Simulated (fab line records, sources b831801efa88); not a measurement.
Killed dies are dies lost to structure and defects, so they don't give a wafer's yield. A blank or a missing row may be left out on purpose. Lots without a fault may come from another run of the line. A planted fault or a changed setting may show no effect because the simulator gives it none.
Which tool did it? | flow gf180mcu | 13 lots, 39 wafers sampled, at 5 steps of a route of 602

WHAT THE GAUGES READ, wafer by wafer
GF_VT_IMPLANT_OVL_MEAS_40. Usual: VT_IMPLANT_03_OVL 1.1 nm, standard deviation 1.4.
lot  | measured     | on         | VT_IMPLANT_03_OVL (nm) | flag
L340 | day 7 12:24  | overlay-01 | 1.5 0.3 0.0            |
L343 | day 8 14:20  | overlay-01 | 2.4 -0.6 1.3           |
L345 | day 9 00:56  | overlay-02 | 0.0 -1.1 -0.8          |
L346 | day 9 10:03  | overlay-01 | 1.3 0.7 0.2            |
L351 | day 10 16:25 | overlay-02 | 0.3 0.3 1.2            |
L352 | day 11 02:02 | overlay-01 | -1.9 -0.8 -1.0         |
L356 | day 12 03:13 | overlay-02 | 0.2 -0.3 0.1           |
L357 | day 12 08:53 | overlay-01 | 1.7 1.7 0.7            |
L358 | day 12 18:32 | overlay-02 | 1.8 1.3 2.6            |
L359 | day 12 22:10 | overlay-02 | 0.4 -0.4 0.2           |
L361 | day 13 14:14 | overlay-01 | 0.3 1.2 1.6            |
L362 | day 13 22:01 | overlay-01 | 3.8 1.8 2.5            |
L363 | day 14 04:52 | overlay-02 | -0.4 -0.9 -0.2         |

GF_POLY_GATE_CD_MEAS_18. Usual: cd_nm 279.5 nm, standard deviation 2.4.
lot  | measured     | on        | cd_nm (nm)        | flag
L340 | day 9 06:17  | cd_sem-01 | 279.3 276.0 284.2 |
L343 | day 10 09:04 | cd_sem-02 | 281.9 276.6 279.8 |
L345 | day 10 21:49 | cd_sem-02 | 278.9 282.1 277.5 |
L346 | day 11 07:51 | cd_sem-02 | 278.1 275.6 274.5 |
L351 | day 12 14:07 | cd_sem-01 | 278.5 278.1 278.3 |
L352 | day 13 00:24 | cd_sem-01 | 277.8 277.3 277.2 |
L356 | day 14 02:44 | cd_sem-01 | 278.4 278.9 278.5 |
L357 | day 14 10:52 | cd_sem-02 | 279.0 278.7 280.7 |
L358 | day 14 19:48 | cd_sem-01 | 278.8 281.8 277.4 |
L359 | day 15 03:38 | cd_sem-02 | 277.5 277.5 275.5 |
L361 | day 15 18:26 | cd_sem-02 | 282.1 277.6 281.7 |
L362 | day 16 00:43 | cd_sem-02 | 280.6 280.6 277.6 |
L363 | day 16 08:43 | cd_sem-01 | 280.4 282.1 278.1 |

GF_HV_LDD_TW_MEAS_50. Usual: HV_LDD_4_TW 577, standard deviation 3.
lot  | measured     | on            | HV_LDD_4_TW | flag
L340 | day 12 09:01 | film_metro-02 | 576 580 579 |
L343 | day 13 14:41 | film_metro-03 | 575 573 576 |
L345 | day 14 06:34 | film_metro-04 | 572 574 574 |
L346 | day 14 17:38 | film_metro-02 | 579 578 575 |
L351 | day 16 05:10 | film_metro-04 | 574 576 575 |
L352 | day 16 16:53 | film_metro-04 | 575 577 576 |
L356 | day 17 21:41 | film_metro-03 | 30 31 30    | OFF
L357 | day 18 06:58 | film_metro-02 | 30 30 30    | OFF
L358 | day 18 16:35 | film_metro-03 | 577 577 578 |
L359 | day 19 00:45 | film_metro-03 | 579 579 580 |
L361 | day 19 17:41 | film_metro-02 | 579 578 581 |
L362 | day 20 00:36 | film_metro-04 | 573 571 572 |
L363 | day 20 09:04 | film_metro-03 | 579 580 584 |

WHICH TOOL RAN EACH LOT (tool, then ch and the chambers of the sampled wafers, then the start)
lot  | GF_HV_LDD_STRIP_37                   | GF_HV_LDD_STRIP_49
L340 | plasma_asher-03 ch 0,1, day 11 13:34 | plasma_asher-01 ch 0, day 12 08:54
L343 | plasma_asher-03 ch 0,1, day 12 18:14 | plasma_asher-03 ch 0,1, day 13 14:35
L345 | plasma_asher-03 ch 0,1, day 13 09:40 | plasma_asher-04 ch 0,1, day 14 06:28
L346 | plasma_asher-01 ch 0,1, day 13 20:25 | plasma_asher-03 ch 0, day 14 17:31
L351 | plasma_asher-04 ch 0,1, day 15 06:37 | plasma_asher-03 ch 0,1, day 16 05:04
L352 | plasma_asher-03 ch 0, day 15 17:58   | plasma_asher-01 ch 0,1, day 16 16:46
L356 | plasma_asher-03 ch 0,1, day 16 21:46 | plasma_asher-01 ch 0,1, day 17 21:34
L357 | plasma_asher-01 ch 0,1, day 17 06:51 | plasma_asher-01 ch 0,1, day 18 06:52
L358 | plasma_asher-04 ch 0,1, day 17 16:38 | plasma_asher-01 ch 0,1, day 18 16:29
L359 | plasma_asher-04 ch 0,1, day 18 00:09 | plasma_asher-03 ch 0,1, day 19 00:39
L361 | plasma_asher-03 ch 0,1, day 18 16:38 | plasma_asher-04 ch 0,1, day 19 17:37
L362 | plasma_asher-03 ch 0, day 18 23:15   | plasma_asher-03 ch 1, day 20 00:30
L363 | plasma_asher-01 ch 0,1, day 19 08:42 | plasma_asher-04 ch 0,1, day 20 08:58
- GF_HV_LDD_STRIP_37: strips in O2/N2.
- GF_HV_LDD_STRIP_49: strips in O2/N2.

WHAT THE TOOLS THEMSELVES READ (means of the sampled wafers that have a number; where no wafer has one, the mark that the record gives instead)
GF_HV_LDD_STRIP_37. Usual: chamber_pressure_mTorr 1499.8 mTorr, standard deviation 1.3; drypump_motor_current_A 5.8 A, standard deviation 0.5; heater_power_w 310 W, standard deviation 31; oes_product_au 0.715 a.u., standard deviation 0.0041; strip_time_to_endpoint_s 12.65 s, standard deviation 0.032.
lot  | tool            | chamber_pressure_mTorr (mTorr) | drypump_motor_current_A (A) | heater_power_w (W) | oes_product_au (a.u.) | strip_time_to_endpoint_s (s) | flag
L340 | plasma_asher-03 | 1499.7                         | 5.9                         | 280                | 0.712                 | 12.66                        |
L343 | plasma_asher-03 | 1499.5                         | 5.9                         | 298                | 0.718                 | 12.64                        |
L345 | plasma_asher-03 | 1499.7                         | 5.9                         | 296                | 0.715                 | 12.62                        |
L346 | plasma_asher-01 | 1500.6                         | 5.2                         | 321                | 0.718                 | 12.66                        |
L351 | plasma_asher-04 | 1499.7                         | 6.1                         | 338                | 0.717                 | 12.61                        |
L352 | plasma_asher-03 | 1499.0                         | 5.9                         | 323                | 0.716                 | 12.66                        |
L356 | plasma_asher-03 | -                              | -                           | -                  | -                     | -                            | OFF
L357 | plasma_asher-01 | -                              | -                           | -                  | -                     | -                            | OFF
L358 | plasma_asher-04 | 1500.2                         | 5.6                         | 324                | 0.718                 | 12.65                        |
L359 | plasma_asher-04 | 1499.5                         | 6.1                         | 337                | 0.716                 | 12.66                        |
L361 | plasma_asher-03 | 1499.2                         | 6.0                         | 299                | 0.713                 | 12.67                        |
L362 | plasma_asher-03 | 1499.5                         | 5.9                         | 317                | 0.713                 | 12.65                        |
L363 | plasma_asher-01 | 1499.4                         | 5.3                         | 325                | 0.713                 | 12.63                        |

GF_HV_LDD_STRIP_49. Usual: chamber_pressure_mTorr 1500.0 mTorr, standard deviation 1.4; drypump_motor_current_A 5.7 A, standard deviation 0.47; heater_power_w 309 W, standard deviation 30; oes_product_au 0.716 a.u., standard deviation 0.0044; strip_time_to_endpoint_s 12.64 s, standard deviation 0.034.
lot  | tool            | chamber_pressure_mTorr (mTorr) | drypump_motor_current_A (A) | heater_power_w (W) | oes_product_au (a.u.) | strip_time_to_endpoint_s (s) | flag
L340 | plasma_asher-01 | 1500.0                         | 5.2                         | 322                | 0.715                 | 12.58                        |
L343 | plasma_asher-03 | 1499.4                         | 5.9                         | 279                | 0.717                 | 12.67                        |
L345 | plasma_asher-04 | 1501.5                         | 6.1                         | 342                | 0.719                 | 12.65                        |
L346 | plasma_asher-03 | 1500.0                         | 5.9                         | 324                | 0.712                 | 12.67                        |
L351 | plasma_asher-03 | 1500.1                         | 5.9                         | 302                | 0.717                 | 12.64                        |
L352 | plasma_asher-01 | 1499.9                         | 5.3                         | 317                | 0.716                 | 12.64                        |
L356 | plasma_asher-01 | 1499.3                         | 5.3                         | 325                | 0.717                 | 27.59                        | OFF
L357 | plasma_asher-01 | 1498.0                         | 5.2                         | 318                | 0.718                 | 27.58                        | OFF
L358 | plasma_asher-01 | 1499.7                         | 5.2                         | 315                | 0.718                 | 12.63                        |
L359 | plasma_asher-03 | 1499.6                         | 5.9                         | 276                | 0.714                 | 12.62                        |
L361 | plasma_asher-04 | 1499.4                         | 5.6                         | 327                | 0.711                 | 12.61                        |
L362 | plasma_asher-03 | 1499.7                         | 5.9                         | 263                | 0.717                 | 12.64                        |
L363 | plasma_asher-04 | 1498.5                         | 5.6                         | 328                | 0.713                 | 12.63                        |

THE ANSWER, worked out from the rows above alone
Rule: a lot is off if the mean of its wafers that have a number lies more than 3 standard deviations from the usual mean. A lot without any number at a reading at which 4 lots or more have one is off too. The other lots that the step has rows for count as sound. The gauges are gone through in route order, then the tools' own readings, and for those a lot's mean is taken as printed above. The first step at which some lot is off is used, and at that step the reading that is off furthest; a lot without a number counts as furthest.
Off: L356, L357, at GF_HV_LDD_TW_MEAS_50 (HV_LDD_4_TW).
A tool fits if, at a process step before that reading, it ran every lot that is off, and no sound lot after the first of them. The gauges at GF_HV_LDD_TW_MEAS_50 aren't tried: what is off there is off at GF_HV_LDD_STRIP_37 too, on other tools, and a gauge's error can't cause that. None of those tried fits.

WHAT THE SIMULATOR HAD PUT IN
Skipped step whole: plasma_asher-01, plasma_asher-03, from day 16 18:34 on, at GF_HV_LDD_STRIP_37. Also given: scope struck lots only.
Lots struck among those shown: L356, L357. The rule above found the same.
